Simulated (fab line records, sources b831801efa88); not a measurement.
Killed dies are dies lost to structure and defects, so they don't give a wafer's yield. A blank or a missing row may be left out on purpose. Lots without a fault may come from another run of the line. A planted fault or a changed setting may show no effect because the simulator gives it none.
fab line records | flow sky130
record lots=5 wafers=15 last_day=50
route steps=708 shown POLY_GATE@223 LDD_N@237 LDD_P@255
lots that met no fault: from a run of the same line without faults
start_h: hours from the record's first day to the start of the lot's first wafer shown | wait_h: hours since the lot's step before | " the same as in the row above | L1.1+2: a row that stands for several wafers | - no value, or no start given | * or withheld: withheld | < > ~ a bound
route shown NAME@n: a module of which the file shows steps, and the number in the route of the first | usual: mean/standard deviation of fault-free wafers | same: alike in all rows | chamber/n: place in a boat | sites: the reading at each site | _std_site: their standard deviation | _edge_site: outer sites' mean less inner sites' | radius_mm: how far each site lies from the wafer's centre | mask NAME#n: copy n | behind: the tool/chamber that last shaped the wafer | hold: why the lot was held/for how many hours/how that ended | device: the transistor (n, p or np) that didn't switch | end of line: the same wafers' tests at the end of the route | a step without rows: its recipe alone | killed: dies lost to structure and defects at the first sort, not the wafer's yield | map: a wafer's dies, x killed, . not, _ none there
set.NAME: the setting as run; set.NAME@STEP: as run at that earlier step | model.NAME: the simulator's own value behind a step, which no gauge read
lots at some steps of the route; a table a step, a row a wafer
services: from which hour (start_h, from the record's first day; less than 0 if before it) a tool's chamber was out of use, for how many hours, and why
## steps
# step SKY_POLY_GATE_SOFTBAKE_09
# recipe temp_c=100 time_s=90 resist=KrF-thick
# usual plate_temp_C=99.99/0.13
# columns lot.wafer tool chamber start_h wait_h plate_temp_C
L076.1 litho_track-02 0 - - 100.14
L076.4 " 0 " " 99.91
L076.5 " 0 " " 99.89
L085.2 litho_track-03 0 - - 99.80
L085.3 " 0 " " 100.02
L085.4 " 0 " " 100.10
L090.3 litho_track-03 0 - - 100.16
L090.4 " 0 " " 100.10
L090.5 " 0 " " 100.07
L092.2 litho_track-03 0 - - 100.18
L092.4 " 0 " " 99.88
L092.5 " 0 " " 100.20
L096.2 litho_track-02 0 - - 99.96
L096.3 " 0 " " 100.03
L096.5 " 0 " " 99.99
# step SKY_POLY_GATE_EXPOSE_10
# recipe mask_id=P1M na=0.68 source_shape=conventional sigma_outer=0.6 target_cd_nm=150 dose_mj=28.19
# usual exposure_dose_mJ_cm2=28.17/0.26
# columns lot.wafer tool chamber start_h wait_h mask exposure_dose_mJ_cm2
L076.1 krf_scanner-01 0 - - P1M#0 27.91
L076.4 " 0 " " P1M#0 27.89
L076.5 " 0 " " P1M#0 27.92
L085.2 krf_scanner-01 0 - - P1M#0 27.91
L085.3 " 0 " " P1M#0 28.01
L085.4 " 0 " " P1M#0 27.95
L090.3 krf_scanner-01 0 - - P1M#0 27.98
L090.4 " 0 " " P1M#0 27.94
L090.5 " 0 " " P1M#0 27.91
L092.2 krf_scanner-02 0 - - P1M#0 28.49
L092.4 " 0 " " P1M#0 28.53
L092.5 " 0 " " P1M#0 28.52
L096.2 krf_scanner-02 0 - - P1M#0 28.45
L096.3 " 0 " " P1M#0 28.43
L096.5 " 0 " " P1M#0 28.49
# step SKY_POLY_GATE_PEB_11
# recipe peb_temp_c=withheld peb_time_s=withheld resist=KrF-thick
# columns lot.wafer tool chamber start_h wait_h
L076.1+4+5 litho_track-02 0 - -
L085.2+3+4 litho_track-01 0 - -
L090.3+4+5 litho_track-02 0 - -
L092.2+4+5 litho_track-01 0 - -
L096.2+3+5 litho_track-03 0 - -
# step SKY_POLY_GATE_DEVELOP_12
# recipe develop_time_s=60 resist=KrF-thick dev_temp_c=21
# columns lot.wafer tool chamber start_h wait_h
L076.1+4+5 litho_track-02 0 - -
L085.2+3+4 litho_track-01 0 - -
L090.3+4+5 litho_track-02 0 - -
L092.2+4+5 litho_track-01 0 - -
L096.2+3+5 litho_track-03 0 - -
# step SKY_POLY_GATE_CD_MEAS_13
# recipe target_cd_nm=150
# usual cd_nm=149.9/1.4
# columns lot.wafer tool chamber start_h wait_h cd_nm
L076.1 cd_sem-02 - 378.80 - 149.2
L076.4 " - " " 151.6
L076.5 " - " " 150.3
L085.2 cd_sem-02 - 484.79 - 149.3
L085.3 " - " " 149.4
L085.4 " - " " 150.2
L090.3 cd_sem-01 - 508.33 - 148.7
L090.4 " - " " 147.7
L090.5 " - " " 148.9
L092.2 cd_sem-02 - 524.84 - 152.7
L092.4 " - " " 152.1
L092.5 " - " " 153.3
L096.2 cd_sem-01 - 558.13 - 148.9
L096.3 " - " " 151.1
L096.5 " - " " 150.5
# step SKY_POLY_GATE_OVL_MEAS_14
# usual POLY_GATE_OVL=-2/5.5
# columns lot.wafer tool chamber start_h wait_h POLY_GATE_OVL[nm]
L076.1 overlay-02 - 378.92 0.1 -8
L076.4 " - " " 1
L076.5 " - " " -11
L085.2 overlay-01 - 484.89 0.1 -10
L085.3 " - " " 0
L085.4 " - " " -4
L090.3 overlay-01 - 508.43 0.1 2
L090.4 " - " " -4
L090.5 " - " " 2
L092.2 overlay-01 - 524.94 0.1 -3
L092.4 " - " " 2
L092.5 " - " " 2
L096.2 overlay-02 - 558.24 0.1 -2
L096.3 " - " " -4
L096.5 " - " " -3
# step SKY_POLY_GATE_ETCH_15
# recipe chemistry=N2/H2 target=BARC ion_energy_ev=200 source_w=500 bias_w=100 pressure_mtorr=30 n2_flow_sccm=100 h2_flow_sccm=200 stop_on=SiO2 time_s=118.5 target_depth_a=1100
# usual drypump_motor_current_A=5.6/0.56 oes_product_au=0.716/0.0047 throttle_valve_pct=13.213/0.0091
# columns lot.wafer tool chamber start_h wait_h drypump_motor_current_A oes_product_au rf_hours_counter_h throttle_valve_pct
L076.1 rie_diel-01 3 378.95 0.0 6.3 0.725 9 13.223
L076.4 " 1 " " 5.9 0.714 101 13.211
L076.5 " 1 " " 5.9 0.721 - 13.231
L085.2 rie_diel-01 2 484.92 0.0 4.9 0.708 85 13.198
L085.3 " 1 " " 5.9 0.707 0 13.218
L085.4 " 3 " " 6.3 0.718 11 13.204
L090.3 rie_diel-01 1 508.45 0.0 5.9 0.713 1 13.223
L090.4 " 0 " " 4.8 0.717 64 13.225
L090.5 " 2 " " 4.9 0.713 - 13.209
L092.2 rie_diel-01 0 524.97 0.0 4.8 0.715 65 13.214
L092.4 " 3 " " 6.3 0.716 12 13.215
L092.5 " 2 " " 4.9 0.713 - 13.206
L096.2 rie_diel-03 3 558.27 0.0 4.9 0.713 18 13.212
L096.3 " 2 " " 5.4 0.715 6 13.216
L096.5 " 3 " " 4.9 0.720 - 13.220
# step SKY_POLY_GATE_ETCH_16
# recipe stop_on=poly-Si chemistry=CH3F/O2 target=Si3N4 source_w=400 bias_w=80 pressure_mtorr=25 ch3f_flow_sccm=40 O2_flow_sccm=30 time_s=147.5 target_depth_a=750
# usual O2_flow_sccm=30.01/0.095 drypump_motor_current_A=5.6/0.56 oes_product_au=0.640/0.0048 throttle_valve_pct=10.537/0.0093
# columns lot.wafer tool chamber start_h wait_h O2_flow_sccm drypump_motor_current_A oes_product_au rf_hours_counter_h throttle_valve_pct
L076.1 rie_diel-01 3 379.03 0.0 29.97 6.3 0.642 9 10.533
L076.4 " 1 " " 29.94 6.0 0.639 101 10.532
L076.5 " 1 " " 30.04 5.9 0.643 - 10.531
L085.2 rie_diel-01 2 485.01 0.0 29.99 4.9 0.633 85 10.531
L085.3 " 1 " " 29.94 5.9 0.637 0 10.535
L085.4 " 3 " " 30.05 6.3 0.640 11 10.534
L090.3 rie_diel-01 1 508.53 0.0 30.08 5.9 0.645 1 10.518
L090.4 " 0 " " 30.15 4.8 0.629 64 10.556
L090.5 " 2 " " 29.97 4.9 0.644 - 10.521
L092.2 rie_diel-01 0 525.06 0.0 30.00 4.8 0.646 65 10.536
L092.4 " 3 " " 30.01 6.3 0.647 12 10.534
L092.5 " 2 " " 30.01 4.9 0.644 - 10.532
L096.2 rie_diel-03 3 558.35 0.0 29.98 4.9 0.643 18 10.530
L096.3 " 2 " " 29.97 5.4 0.643 6 10.523
L096.5 " 3 " " 30.05 4.9 0.637 - 10.548
# step SKY_POLY_GATE_ETCH_17
# recipe target_depth_nm=180 stop_on=SiO2 over_etch_frac=0.56667 chemistry=HBr/Cl2 target=poly-Si icp_w=400 bias_w=100 pressure_mtorr=10 HBr_flow_sccm=150 Cl2_flow_sccm=50 time_s=70.5
# usual HBr_flow_sccm=150.0/0.41 drypump_motor_current_A=5.7/0.43 mfc_cl2_sccm=50.00/0.15 oes_product_au=0.984/0.0079 throttle_valve_pct=33.683/0.0088
# columns lot.wafer tool chamber start_h wait_h HBr_flow_sccm drypump_motor_current_A mfc_cl2_sccm oes_product_au rf_hours_counter_h throttle_valve_pct
L076.1 rie_si-01 0 379.13 0.0 149.9 4.9 50.05 0.984 35 33.671
L076.4 " 2 " " 150.5 5.9 49.92 0.987 - 33.684
L076.5 " 1 " " 149.9 5.7 49.82 0.980 - 33.694
L085.2 rie_si-01 2 485.11 0.0 149.6 5.9 49.99 0.971 4 33.681
L085.3 " 3 " " 149.4 5.6 49.88 0.980 7 33.685
L085.4 " 0 " " 149.9 4.9 49.94 0.981 36 33.698
L090.3 rie_si-01 0 508.63 0.0 149.8 4.9 50.03 0.968 36 33.685
L090.4 " 3 " " 149.2 5.6 50.22 0.983 7 33.672
L090.5 " 2 " " 149.6 5.9 50.26 0.985 - 33.695
L092.2 rie_si-01 2 525.16 0.0 149.3 5.8 50.20 0.983 4 33.668
L092.4 " 1 " " 149.9 5.7 49.87 0.980 40 33.679
L092.5 " 3 " " 149.8 5.6 49.97 1.004 - 33.687
L096.2 rie_si-01 3 558.45 0.0 150.1 5.6 49.93 1.002 7 33.677
L096.3 " 2 " " 149.7 5.9 50.16 1.000 4 33.673
L096.5 " 1 " " 150.0 5.7 49.79 0.983 - 33.675
# step SKY_POLY_GATE_STRIP_18
# recipe chemistry=O2/N2 power_w=1400 pressure_mtorr=1500 platen_temp_c=withheld o2_flow_sccm=3000 n2_flow_sccm=300 overash_fraction=0.5
# usual drypump_motor_current_A=5.5/0.61 oes_product_au=0.360/0.0049 strip_time_to_endpoint_s=3.174/0.027
# columns lot.wafer tool chamber start_h wait_h drypump_motor_current_A oes_product_au rf_hours_counter_h strip_time_to_endpoint_s
L076.1 plasma_asher-03 1 379.19 0.0 4.9 0.354 23 3.190
L076.4 " 1 " " 4.9 0.356 - 3.176
L076.5 " 1 " " 4.9 0.369 - 3.186
L085.2 plasma_asher-01 0 485.16 0.0 6.1 0.352 79 3.176
L085.3 " 1 " " 4.9 0.358 - 3.167
L085.4 " 0 " " 6.1 0.357 - 3.200
L090.3 plasma_asher-01 1 508.72 0.1 4.9 0.361 - 3.127
L090.4 " 0 " " 6.0 0.362 - 3.139
L090.5 " 1 " " 5.0 0.358 - 3.182
L092.2 plasma_asher-03 0 525.21 0.0 4.9 0.364 37 3.176
L092.4 " 1 " " 4.9 0.349 - 3.217
L092.5 " 0 " " 4.9 0.362 - 3.195
L096.2 plasma_asher-03 1 558.50 0.0 4.9 0.361 40 3.157
L096.3 " 0 " " 4.9 0.364 - 3.168
L096.5 " 1 " " 4.9 0.364 - 3.188
# step SKY_POLY_GATE_CLEAN_19
# recipe chemistry=SC1/SC2 mix=1:4:20 temp_c=70 time_s=150 dry=n2_spin
# columns lot.wafer tool chamber start_h wait_h
L076.1+4+5 wet_bench-04 0 379.29 0.1
L085.2+3+4 wet_bench-02 2 485.26 0.1
L090.3+4+5 wet_bench-02 2 508.79 0.0
L092.2+4+5 wet_bench-04 2 525.31 0.1
L096.2+3+5 wet_bench-02 2 558.60 0.1
# step SKY_POLY_GATE_OXIDATION_20
# recipe temp_c=850 ambient=O2 stabilise_s=600 purge_s=300 target_thk_a=40 ox_time_s=899
# usual ox_temp_c_max=855.9/1.2 tube_center_temp_C=850.01/0.077
# columns lot.wafer tool chamber start_h wait_h ox_temp_c_max tube_center_temp_C
L076.1 furnace-01 0 379.34 0.0 855.4 849.99
L076.4 " 0 " " 855.3 850.05
L076.5 " 0 " " 855.2 850.05
L085.2 furnace-02 0 485.31 0.0 856.5 849.93
L085.3 " 0 " " 856.4 850.04
L085.4 " 0 " " 857.7 849.99
L090.3 furnace-02 0 509.18 0.3 855.7 849.99
L090.4 " 0 " " 858.1 850.2
L090.5 " 0 " " 857.3 850.04
L092.2 furnace-01 0 525.36 0.0 854.1 850.03
L092.4 " 0 " " 854.3 849.93
L092.5 " 0 " " 855.1 850.06
L096.2 furnace-02 0 558.65 0.0 855.9 849.99
L096.3 " 0 " " 855.8 850.02
L096.5 " 0 " " 856.0 849.96
# step SKY_POLY_GATE_THK_MEAS_21
# recipe reads=SiO2_of_POLY_GATE_OXIDATION_20
# usual POLY_GATE_OXIDATION_THK=3.96/0.078
# columns lot.wafer tool chamber start_h wait_h POLY_GATE_OXIDATION_THK[nm]
L076.1 film_metro-04 - 380.59 0.0 3.97
L076.4 " - " " 3.90
L076.5 " - " " 4.04
L085.2 film_metro-02 - 486.57 0.0 3.85
L085.3 " - " " 3.85
L085.4 " - " " 3.93
L090.3 film_metro-02 - 510.45 0.0 4.09
L090.4 " - " " 3.85
L090.5 " - " " 4.03
L092.2 film_metro-04 - 526.62 0.0 3.97
L092.4 " - " " 3.93
L092.5 " - " " 3.99
L096.2 film_metro-04 - 559.91 0.0 3.95
L096.3 " - " " 3.91
L096.5 " - " " 4.03
# step SKY_POLY_GATE_CD_MEAS_22
# usual cd_nm=149.7/2.1
# columns lot.wafer tool chamber start_h wait_h cd_nm
L076.1 cd_sem-02 - 380.65 0.1 147.1
L076.4 " - " " 150.9
L076.5 " - " " 151.0
L085.2 cd_sem-01 - 486.65 0.1 150.1
L085.3 " - " " 148.9
L085.4 " - " " 149.7
L090.3 cd_sem-02 - 510.54 0.1 147.0
L090.4 " - " " 147.0
L090.5 " - " " 149.0
L092.2 cd_sem-02 - 526.81 0.2 152.7
L092.4 " - " " 151.2
L092.5 " - " " 154.8
L096.2 cd_sem-01 - 559.99 0.1 150.2
L096.3 " - " " 152.6
L096.5 " - " " 152.2
# step SKY_LDD_N_DEHYDRATE_00
# recipe temp_c=200 time_s=60
# usual plate_temp_C=200.00/0.16
# columns lot.wafer tool chamber start_h wait_h plate_temp_C
L076.1 litho_track-02 0 394.35 13.7 200.17
L076.4 " 0 " " 200.26
L076.5 " 0 " " 200.18
L085.2 litho_track-03 0 501.54 14.9 199.81
L085.3 " 0 " " 200.25
L085.4 " 0 " " 199.92
L090.3 litho_track-03 0 525.76 15.2 200.21
L090.4 " 0 " " 200.12
L090.5 " 0 " " 200.30
L092.2 litho_track-04 0 541.25 14.4 199.74
L092.4 " 0 " " 199.94
L092.5 " 0 " " 199.82
L096.2 litho_track-03 0 573.69 13.7 199.97
L096.3 " 0 " " 200.05
L096.5 " 0 " " 200.09
# step SKY_LDD_N_HMDS_01
# recipe prime_time_s=60 prime_temp_c=120
# same prime_time_s=60
# columns lot.wafer tool chamber start_h wait_h
L076.1+4+5 litho_track-02 0 394.50 0.1
L085.2+3+4 litho_track-03 0 501.69 0.1
L090.3+4+5 litho_track-03 0 525.91 0.1
L092.2+4+5 litho_track-04 0 541.40 0.1
L096.2+3+5 litho_track-03 0 573.84 0.1
# step SKY_LDD_N_COAT_02
# recipe resist=NOVOLAK spin_rpm=3000 resist_thk_nm=300
# usual dispense_pressure_kPa=49.4/1.5
# columns lot.wafer tool chamber start_h wait_h dispense_pressure_kPa
L076.1 litho_track-02 0 394.65 0.1 51.8
L076.4 " 0 " " 51.8
L076.5 " 0 " " 51.8
L085.2 litho_track-03 0 501.84 0.1 48.3
L085.3 " 0 " " 48.2
L085.4 " 0 " " 48.2
L090.3 litho_track-03 0 526.06 0.1 48.2
L090.4 " 0 " " 48.2
L090.5 " 0 " " 48.3
L092.2 litho_track-04 0 541.55 0.1 48.5
L092.4 " 0 " " 48.6
L092.5 " 0 " " 48.5
L096.2 litho_track-03 0 573.99 0.1 48.2
L096.3 " 0 " " 48.2
L096.5 " 0 " " 48.3
# step SKY_LDD_N_SOFTBAKE_03
# recipe temp_c=90 time_s=60 resist=NOVOLAK
# usual plate_temp_C=90.00/0.12
# columns lot.wafer tool chamber start_h wait_h plate_temp_C
L076.1 litho_track-02 0 394.80 0.1 90.02
L076.4 " 0 " " 89.80
L076.5 " 0 " " 89.98
L085.2 litho_track-03 0 501.99 0.1 90.06
L085.3 " 0 " " 90.13
L085.4 " 0 " " 89.99
L090.3 litho_track-03 0 526.21 0.1 90.09
L090.4 " 0 " " 89.75
L090.5 " 0 " " 90.09
L092.2 litho_track-04 0 541.70 0.1 90.05
L092.4 " 0 " " 90.06
L092.5 " 0 " " 90.30
L096.2 litho_track-03 0 574.14 0.1 90.01
L096.3 " 0 " " 89.97
L096.5 " 0 " " 89.89
# step SKY_LDD_N_EXPOSE_04
# recipe mask_id=NTM target_cd_nm=840 na=0.6 source_shape=conventional sigma_outer=0.6 dose_mj=110
# usual exposure_dose_mJ_cm2=109.98/0.1
# columns lot.wafer tool chamber start_h wait_h mask exposure_dose_mJ_cm2
L076.1 iline_stepper-01 0 - - NTM#0 109.91
L076.4 " 0 " " NTM#0 110.05
L076.5 " 0 " " NTM#0 110.07
L085.2 iline_stepper-02 0 - - NTM#0 109.74
L085.3 " 0 " " NTM#0 109.97
L085.4 " 0 " " NTM#0 109.82
L090.3 iline_stepper-02 0 - - NTM#0 109.94
L090.4 " 0 " " NTM#0 110.08
L090.5 " 0 " " NTM#0 110.08
L092.2 iline_stepper-01 0 - - NTM#0 109.94
L092.4 " 0 " " NTM#0 110.03
L092.5 " 0 " " NTM#0 110.09
L096.2 iline_stepper-02 0 - - NTM#0 109.87
L096.3 " 0 " " NTM#0 109.95
L096.5 " 0 " " NTM#0 109.99
# step SKY_LDD_N_PEB_05
# recipe temp_c=withheld time_s=* resist=NOVOLAK
# columns lot.wafer tool chamber start_h wait_h
L076.1+4+5 litho_track-03 0 - -
L085.2+3+4 litho_track-04 0 - -
L090.3+4+5 litho_track-03 0 - -
L092.2+4+5 litho_track-02 0 - -
L096.2+3+5 litho_track-03 0 - -
# step SKY_LDD_N_DEVELOP_06
# recipe develop_time_s=60 dev_temp_c=23
# columns lot.wafer tool chamber start_h wait_h
L076.1+4+5 litho_track-03 0 408.96 0.1
L085.2+3+4 litho_track-04 0 517.05 0.1
L090.3+4+5 litho_track-03 0 541.01 0.1
L092.2+4+5 litho_track-02 0 556.32 0.1
L096.2+3+5 litho_track-03 0 589.29 0.1
# step SKY_LDD_N_OVL_MEAS_07
# usual LDD_N_OVL=-0.3/1.3
# columns lot.wafer tool chamber start_h wait_h LDD_N_OVL[nm]
L076.1 overlay-02 - 409.11 0.1 -4.3
L076.4 " - " " -1.9
L076.5 " - " " -2.0
L085.2 overlay-01 - 517.19 0.1 1.1
L085.3 " - " " 0.3
L085.4 " - " " -0.1
L090.3 overlay-02 - 541.12 0.1 2.6
L090.4 " - " " 0.0
L090.5 " - " " 0.4
L092.2 overlay-01 - 556.45 0.1 -0.6
L092.4 " - " " 0.2
L092.5 " - " " 0.1
L096.2 overlay-02 - 589.42 0.1 -2.1
L096.3 " - " " -3.4
L096.5 " - " " -0.7
# step SKY_LDD_N_IMPLANT_08
# recipe species=As energy_kev=20 dose_cm2=7.5e+13 tilt_deg=withheld rotation_deg=23
# columns lot.wafer tool chamber start_h wait_h
L076.1+4+5 implanter-01 0 409.15 0.0
L085.2+3+4 implanter-02 0 517.24 0.0
L090.3+4+5 implanter-02 0 541.20 0.1
L092.2+4+5 implanter-01 0 556.51 0.0
L096.2+3+5 implanter-02 0 589.47 0.0
# step SKY_LDD_N_IMPLANT_09
# recipe species=As energy_kev=20 dose_cm2=7.5e+13 tilt_deg=withheld rotation_deg=113
# columns lot.wafer tool chamber start_h wait_h
L076.1+4+5 implanter-01 0 409.30 0.1
L085.2+3+4 implanter-02 0 517.39 0.1
L090.3+4+5 implanter-02 0 541.35 0.1
L092.2+4+5 implanter-01 0 556.66 0.1
L096.2+3+5 implanter-02 0 589.62 0.1
# step SKY_LDD_N_IMPLANT_10
# recipe species=As energy_kev=20 dose_cm2=7.5e+13 tilt_deg=withheld rotation_deg=203
# columns lot.wafer tool chamber start_h wait_h
L076.1+4+5 implanter-01 0 409.45 0.1
L085.2+3+4 implanter-02 0 517.54 0.1
L090.3+4+5 implanter-02 0 541.50 0.1
L092.2+4+5 implanter-01 0 556.81 0.1
L096.2+3+5 implanter-02 0 589.77 0.1
# step SKY_LDD_N_IMPLANT_11
# recipe species=As energy_kev=20 dose_cm2=7.5e+13 tilt_deg=withheld rotation_deg=293
# columns lot.wafer tool chamber start_h wait_h
L076.1+4+5 implanter-01 0 409.60 0.1
L085.2+3+4 implanter-02 0 517.69 0.1
L090.3+4+5 implanter-02 0 541.65 0.1
L092.2+4+5 implanter-01 0 556.96 0.1
L096.2+3+5 implanter-02 0 589.92 0.1
# step SKY_LDD_N_IMPLANT_12
# recipe species=BF2 energy_kev=50 dose_cm2=5e+12 tilt_deg=30 rotation_deg=0
# columns lot.wafer tool chamber start_h wait_h
L076.1+4+5 implanter-01 0 409.75 0.1
L085.2+3+4 implanter-02 0 517.84 0.1
L090.3+4+5 implanter-02 0 541.80 0.1
L092.2+4+5 implanter-01 0 557.11 0.1
L096.2+3+5 implanter-02 0 590.07 0.1
# step SKY_LDD_N_IMPLANT_13
# recipe species=BF2 energy_kev=50 dose_cm2=5e+12 tilt_deg=30 rotation_deg=90
# columns lot.wafer tool chamber start_h wait_h
L076.1+4+5 implanter-01 0 409.90 0.1
L085.2+3+4 implanter-02 0 517.99 0.1
L090.3+4+5 implanter-02 0 541.95 0.1
L092.2+4+5 implanter-01 0 557.26 0.1
L096.2+3+5 implanter-02 0 590.22 0.1
# step SKY_LDD_N_IMPLANT_14
# recipe species=BF2 energy_kev=50 dose_cm2=5e+12 tilt_deg=30 rotation_deg=180
# columns lot.wafer tool chamber start_h wait_h
L076.1+4+5 implanter-01 0 410.05 0.1
L085.2+3+4 implanter-02 0 518.14 0.1
L090.3+4+5 implanter-02 0 542.10 0.1
L092.2+4+5 implanter-01 0 557.41 0.1
L096.2+3+5 implanter-02 0 590.37 0.1
# step SKY_LDD_N_IMPLANT_15
# recipe species=BF2 energy_kev=50 dose_cm2=5e+12 tilt_deg=30 rotation_deg=270
# columns lot.wafer tool chamber start_h wait_h
L076.1+4+5 implanter-01 0 410.20 0.1
L085.2+3+4 implanter-02 0 518.29 0.1
L090.3+4+5 implanter-02 0 542.25 0.1
L092.2+4+5 implanter-01 0 557.56 0.1
L096.2+3+5 implanter-02 0 590.52 0.1
# step SKY_LDD_N_STRIP_16
# recipe chemistry=O2/N2 power_w=1400 pressure_mtorr=1500 platen_temp_c=withheld o2_flow_sccm=3000 n2_flow_sccm=300 overash_fraction=0.5
# usual drypump_motor_current_A=5.4/0.54 oes_product_au=0.407/0.0044 strip_time_to_endpoint_s=4.319/0.014
# columns lot.wafer tool chamber start_h wait_h drypump_motor_current_A oes_product_au rf_hours_counter_h strip_time_to_endpoint_s
L076.1 plasma_asher-03 0 410.35 0.1 4.9 0.403 26 4.312
L076.4 " 0 " " 4.9 0.409 - 4.295
L076.5 " 1 " " 4.9 0.408 - 4.314
L085.2 plasma_asher-03 0 518.42 0.1 4.9 0.408 37 4.323
L085.3 " 1 " " 4.9 0.408 - 4.318
L085.4 " 0 " " 4.9 0.406 - 4.316
L090.3 plasma_asher-04 0 542.38 0.1 5.7 0.400 - 4.316
L090.4 " 1 " " 5.2 0.404 - 4.315
L090.5 " 1 " " 5.2 0.408 - 4.317
L092.2 plasma_asher-03 1 557.68 0.1 4.9 0.406 40 4.304
L092.4 " 1 " " 4.9 0.404 - 4.290
L092.5 " 0 " " 4.9 0.409 - 4.309
L096.2 plasma_asher-04 1 590.65 0.1 5.2 0.411 15 4.323
L096.3 " 0 " " 5.7 0.400 - 4.317
L096.5 " 1 " " 5.2 0.408 - 4.304
# step SKY_LDD_N_TW_MEAS_17
# usual LDD_N_TW=2597/14
# columns lot.wafer tool chamber start_h wait_h LDD_N_TW
L076.1 film_metro-04 - 410.45 0.1 2593
L076.4 " - " " 2586
L076.5 " - " " 2598
L085.2 film_metro-03 - 518.53 0.1 2611
L085.3 " - " " 2610
L085.4 " - " " 2613
L090.3 film_metro-04 - 542.47 0.1 2608
L090.4 " - " " 2600
L090.5 " - " " 2603
L092.2 film_metro-03 - 557.79 0.1 2597
L092.4 " - " " 2585
L092.5 " - " " 2582
L096.2 film_metro-03 - 590.76 0.1 2583
L096.3 " - " " 2590
L096.5 " - " " 2587
# step SKY_LDD_P_DEHYDRATE_00
# recipe temp_c=200 time_s=60
# usual plate_temp_C=199.97/0.16
# columns lot.wafer tool chamber start_h wait_h plate_temp_C
L076.1 litho_track-01 0 424.72 14.3 199.89
L076.4 " 0 " " 199.94
L076.5 " 0 " " 199.88
L085.2 litho_track-04 0 533.20 14.7 199.89
L085.3 " 0 " " 199.75
L085.4 " 0 " " 199.74
L090.3 litho_track-03 0 556.91 14.4 200.05
L090.4 " 0 " " 200.27
L090.5 " 0 " " 200.17
L092.2 litho_track-01 0 571.89 14.1 199.87
L092.4 " 0 " " 200.00
L092.5 " 0 " " 199.95
L096.2 litho_track-04 0 604.10 13.3 199.94
L096.3 " 0 " " 200.06
L096.5 " 0 " " 200.00
# step SKY_LDD_P_HMDS_01
# recipe prime_time_s=60 prime_temp_c=120
# same prime_time_s=60
# columns lot.wafer tool chamber start_h wait_h
L076.1+4+5 litho_track-01 0 424.87 0.1
L085.2+3+4 litho_track-04 0 533.35 0.1
L090.3+4+5 litho_track-03 0 557.06 0.1
L092.2+4+5 litho_track-01 0 572.04 0.1
L096.2+3+5 litho_track-04 0 604.25 0.1
# step SKY_LDD_P_COAT_02
# recipe resist=NOVOLAK spin_rpm=3000 resist_thk_nm=1140
# usual dispense_pressure_kPa=49.6/1.7
# columns lot.wafer tool chamber start_h wait_h dispense_pressure_kPa
L076.1 litho_track-01 0 425.02 0.1 52.0
L076.4 " 0 " " 52.0
L076.5 " 0 " " 52.0
L085.2 litho_track-04 0 533.50 0.1 48.6
L085.3 " 0 " " 48.6
L085.4 " 0 " " 48.5
L090.3 litho_track-03 0 557.21 0.1 48.2
L090.4 " 0 " " 48.3
L090.5 " 0 " " 48.2
L092.2 litho_track-01 0 572.19 0.1 52.0
L092.4 " 0 " " 52.0
L092.5 " 0 " " 51.9
L096.2 litho_track-04 0 604.40 0.1 48.5
L096.3 " 0 " " 48.6
L096.5 " 0 " " 48.5
# step SKY_LDD_P_SOFTBAKE_03
# recipe temp_c=90 time_s=62.37 resist=NOVOLAK
# usual plate_sensor_t_centre_C=90.758/0.0088 plate_sensor_t_edge_C=90.829/0.0091
# columns lot.wafer tool chamber start_h wait_h plate_sensor_t_centre_C plate_sensor_t_edge_C
L076.1 litho_track-01 0 425.17 0.1 90.754 90.841
L076.4 " 0 " " 90.752 90.825
L076.5 " 0 " " 90.753 90.81
L085.2 litho_track-04 0 533.65 0.1 90.756 90.837
L085.3 " 0 " " 90.767 90.826
L085.4 " 0 " " 90.771 90.829
L090.3 litho_track-03 0 557.36 0.1 90.764 90.83
L090.4 " 0 " " 90.751 90.821
L090.5 " 0 " " 90.766 90.831
L092.2 litho_track-01 0 572.34 0.1 90.751 90.825
L092.4 " 0 " " 90.772 90.828
L092.5 " 0 " " 90.746 90.833
L096.2 litho_track-04 0 604.55 0.1 90.745 90.835
L096.3 " 0 " " 90.76 90.823
L096.5 " 0 " " 90.775 90.829
# step SKY_LDD_P_EXPOSE_04
# recipe mask_id=PSDM na=0.6 source_shape=conventional sigma_outer=0.6 polarization=unpolarized target_cd_nm=380 dose_mj=138
# usual exposure_dose_mJ_cm2=137.85/0.15
# columns lot.wafer tool chamber start_h wait_h mask exposure_dose_mJ_cm2
L076.1 iline_stepper-02 0 - - PSDM#0 137.69
L076.4 " 0 " " PSDM#0 137.85
L076.5 " 0 " " PSDM#0 137.91
L085.2 iline_stepper-02 0 - - PSDM#0 137.97
L085.3 " 0 " " PSDM#0 137.76
L085.4 " 0 " " PSDM#0 137.76
L090.3 iline_stepper-02 0 - - PSDM#0 137.84
L090.4 " 0 " " PSDM#0 137.82
L090.5 " 0 " " PSDM#0 138.06
L092.2 iline_stepper-02 0 - - PSDM#0 137.74
L092.4 " 0 " " PSDM#0 137.72
L092.5 " 0 " " PSDM#0 137.90
L096.2 iline_stepper-01 0 - - PSDM#0 137.96
L096.3 " 0 " " PSDM#0 137.97
L096.5 " 0 " " PSDM#0 137.92
# step SKY_LDD_P_PEB_05
# recipe temp_c=withheld time_s=* resist=NOVOLAK
# columns lot.wafer tool chamber start_h wait_h
L076.1+4+5 litho_track-04 0 - -
L085.2+3+4 litho_track-01 0 - -
L090.3+4+5 litho_track-04 0 - -
L092.2+4+5 litho_track-03 0 - -
L096.2+3+5 litho_track-01 0 - -
# step SKY_LDD_P_DEVELOP_06
# recipe resist=NOVOLAK developer=TMAH develop_time_s=60 dev_temp_c=23
# columns lot.wafer tool chamber start_h wait_h
L076.1+4+5 litho_track-04 0 440.08 0.1
L085.2+3+4 litho_track-01 0 548.44 0.1
L090.3+4+5 litho_track-04 0 571.88 0.1
L092.2+4+5 litho_track-03 0 586.59 0.1
L096.2+3+5 litho_track-01 0 618.99 0.1
## services
# columns tool chamber start_h hours kind
krf_scanner-01 - 341.27 1.7 repair
furnace-02 - 343.27 3.9 pm
iline_stepper-02 - 344.87 1.7 pm
implanter-01 - 373.43 2.2 pm
rie_si-01 3 378.16 6.0 repair
implanter-02 - 379.07 13.7 pm
iline_stepper-02 - 379.54 0.6 repair
plasma_asher-03 - 392.11 6.1 repair
implanter-02 - 400.51 3.2 repair
implanter-01 - 403.90 2.0 repair
implanter-02 - 405.88 5.0 pm
plasma_asher-03 - 453.11 4.3 pm
implanter-02 - 463.37 1.7 repair
implanter-02 - 473.87 3.5 repair
rie_si-01 - 483.22 0.3 repair
rie_diel-01 2 528.87 15.4 repair
rie_diel-01 1 533.55 11.1 repair
iline_stepper-02 - 563.05 1.7 pm
implanter-01 - 563.34 3.2 pm
rie_diel-01 - 573.09 28.1 pm
implanter-01 - 579.56 4.3 pm
rie_si-01 1 597.31 11.9 repair
rie_diel-01 1 611.97 19.4 repair
rie_si-01 1 616.71 7.2 repair
## key
fault none
